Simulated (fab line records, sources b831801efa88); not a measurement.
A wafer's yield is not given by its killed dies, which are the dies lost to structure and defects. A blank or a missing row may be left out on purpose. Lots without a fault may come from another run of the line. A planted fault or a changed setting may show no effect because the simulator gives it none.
A struck lot beside a sound one -- flow sky130 -- 43 steps out of a route of 708
Sound: these wafers, L834.1, L834.2, L834.6. Struck: wafer L846.1. (L846.4, L846.5 of the same lot were not struck and are left out.) The cause comes at the end.
For every step that has rows: the tool of each side, followed by ch and its chambers, followed by its first start. Under that, the readings that differ: sound wafers -- struck wafers -- difference of the means -- sigmas: that difference in standard deviations of wafers without a fault.
alike: words and numbers the same on both sides, and readings whose means are apart by under 2 such deviations; not compared: readings that were withheld, readings missing a value for some wafer, numbers with overlapping values and no deviation given by the record, and bounds like >300 which may hide the same value.
A row with sigmas, a row that says differs or no value, or rows on one side alone: a step with any of these is where the two part. When numbers do not overlap yet have no deviation, they are printed without sigmas and do not part them. Lack of a reading on every wafer of one side parts them only where that side has two or more wafers.

first, 7 steps without rows for these wafers: SKY_METAL1_HMDS_08 (prime time 60 s); SKY_METAL1_COAT_09 (resist thk 60 nm); SKY_METAL1_COAT_10 (resist thk 450 nm); SKY_METAL1_SOFTBAKE_11 (time 90 s); SKY_METAL1_EXPOSE_12 (exposes mask MM1, target cd 140 nm); SKY_METAL1_PEB_13; SKY_METAL1_DEVELOP_14 (develop time 60 s).
SKY_METAL1_CD_MEAS_15 targets a cd of 140 nm.
  sound on cd sem-01, day 35 01:35; struck on cd sem-02, day 38 20:00
  alike: cd nm
SKY_METAL1_OVL_MEAS_16:
  sound on overlay-01, day 35 01:43; struck on overlay-02, day 38 20:07
  alike: METAL1_OVL
SKY_METAL1_DESCUM_17: chemistry O2, time 8 s.
  sound on rie metal-02 ch 0,1, day 35 01:45; struck on rie metal-02 ch 1, day 38 20:09
  alike: drypump motor current A, oes product au
  not compared: rf hours counter h
then, 2 steps without rows for these wafers: SKY_METAL1_ETCH_18 (etches BARC in N2/H2, stops on SiO2, time 45.9 s, target depth 60 nm); SKY_METAL1_METAL_ETCH_19 (etches the open film in Cl2/BCl3, stops on SiO2, target depth 360 nm, time 78 s).
SKY_METAL1_STRIP_20: strips in O2/N2.
  sound on plasma asher-04 ch 0,1, day 35 01:56; struck on plasma asher-04 ch 0, day 38 20:20
reading,sound,struck,difference,sigmas
strip time to endpoint s (s),2.73 2.65 2.64,2.75,+0.08,+3
  alike: drypump motor current A, oes product au
  not compared: rf hours counter h
then, 4 steps without rows for these wafers: SKY_METAL1_STRIP_21 (strips in post etch residue remover, time 1200 s); SKY_METAL1_CLEAN_22 (cleans in IPA, time 180 s); SKY_METAL1_CLEAN_23 (cleans in O3/DIW); SKY_VIA1_HDPCVD_00 (deposits SiO2, target thk 1030 nm, time 171.7 s).
SKY_VIA1_THK_MEAS_01:
  sound on film metro-02, day 35 03:02; struck on film metro-03, day 38 21:02
reading,sound,struck,difference,sigmas
VIA1_HDPCVD_THK (nm),1016 1026 1020,1042,+21,+2
then, 1 step without rows for these wafers: SKY_VIA1_CMP_02 (polishes SiO2).
SKY_VIA1_BOW_MEAS_03:
  sound on film metro-03, day 35 03:23; struck on film metro-04, day 38 21:24
  alike: VIA1_BOW
then, 8 steps without rows for these wafers: SKY_VIA1_DEHYDRATE_04 (time 60 s); SKY_VIA1_HMDS_05 (prime time 60 s); SKY_VIA1_COAT_06 (resist thk 60 nm); SKY_VIA1_COAT_07 (resist thk 450 nm); SKY_VIA1_SOFTBAKE_08 (time 90 s); SKY_VIA1_EXPOSE_09 (exposes mask VIM, target cd 150 nm); SKY_VIA1_PEB_10; SKY_VIA1_DEVELOP_11 (develop time 60 s).
SKY_VIA1_CD_MEAS_12 targets a cd of 150 nm.
  sound on cd sem-01, day 36 05:54; struck on cd sem-01, day 39 22:00
  alike: cd nm
SKY_VIA1_OVL_MEAS_13:
  sound on overlay-02, day 36 06:01; struck on overlay-01, day 39 22:07
  alike: VIA1_OVL
then, 1 step without rows for these wafers: SKY_VIA1_ETCH_14 (etches BARC in N2/H2, stops on SiO2, time 45.9 s, target depth 60 nm).
SKY_VIA1_ETCH_15: etches SiO2 in C4F8/O2/Ar, stops on TiN, target depth 351 nm, time 54 s.
  sound on rie diel-01 ch 1,3, day 36 06:06; struck on rie diel-01 ch 2, day 39 22:12
  alike: oes product au
  not compared: rf hours counter h
SKY_VIA1_STRIP_16: strips in O2/N2.
  sound on plasma asher-02 ch 0,1, day 36 06:08; struck on plasma asher-04 ch 0, day 39 22:14
  alike: drypump motor current A, oes product au, strip time to endpoint s
  not compared: rf hours counter h
then, 3 steps without rows for these wafers: SKY_VIA1_STRIP_17 (strips in post etch residue remover, time 1200 s); SKY_VIA1_CLEAN_18 (cleans in IPA, time 180 s); SKY_VIA1_CLEAN_19 (cleans in O3/DIW).
SKY_VIA1_SPUTTER_20: material TiN, target thk 20 nm, time 80 s.
  sound on pvd sputter-01, day 36 06:46; struck on pvd sputter-03, day 39 22:50
  alike: throttle valve pct
then, 1 step without rows for these wafers: SKY_VIA1_CVD_21 (deposits W, target thk 270 nm, time 80.902 s).
SKY_VIA1_RS_MEAS_22: uses a four-point probe to measure.
  sound on film metro-03, day 36 06:55; struck on film metro-02, day 39 23:02
  alike: VIA1_W_RS
SKY_VIA1_THK_MEAS_23: measures by xrf.
  sound on film metro-03, day 36 07:02; struck on film metro-02, day 39 23:09
  alike: VIA1_W_THK
then, 1 step without rows for these wafers: SKY_VIA1_CMP_24 (polishes, stops on SiO2, t overpolish 15 s, target thk 0 nm).
SKY_METAL2_SPUTTER_00: material Ti, target thk 15 nm, time 10 s.
  sound on pvd sputter-04, day 36 07:24; struck on pvd sputter-01, day 39 23:38
  alike: throttle valve pct
-- the record jumps here: 10 days lie between the struck wafers' starts before and after (it left off in module METAL2 and takes up again in module PAD_OPEN, whose first step shown is number 708 of the route) --
SKY_PAD_OPEN_PROBE_99:
  sound on prober-01, day 47 12:52; struck on prober-02, day 50 05:10
reading,sound,struck,difference,sigmas
defect limited yield (%),81.3 79.5 80.3,75.4,-5.0,-3
killed_at_M0_to_M3,41 49 35,77,+35,+5
killed dies,92 101 97,121,+24,+3
sort_bin_3_pad_short (%),0.8 1.0 0.4,3.9,+3.2,+7
sort n pass,400 391 395,371,-24,-3
sort yield pct (%),81.3 79.5 80.3,75.4,-5.0,-3
model.etest.tester.sort n pass,400 391 395,371,-24,
model.etest.tester.sort yield pct (%),81.3 79.47 80.28,75.41,-4.94,
model.etest.tester.sort_bin_5_pct (%),11.38 11.99 13.21,15.04,+2.85,
model.etest.tester.sort_bin_3_pct (%),0.813 1.016 0.4065,3.862,+3.117,
  alike: killed_at_M4_up, killed at contacts, killed at front end, killed at other, killed open, killed short, sort_bin_5_function, sort_bin_6_memory

== WHERE THEY PART ==
At SKY_METAL1_STRIP_20 first; at SKY_PAD_OPEN_PROBE_99 last (within this record only).

WHY: what the simulator had put in
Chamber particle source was plasma asher-04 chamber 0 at SKY_METAL1_STRIP_20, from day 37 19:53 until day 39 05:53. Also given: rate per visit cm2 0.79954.
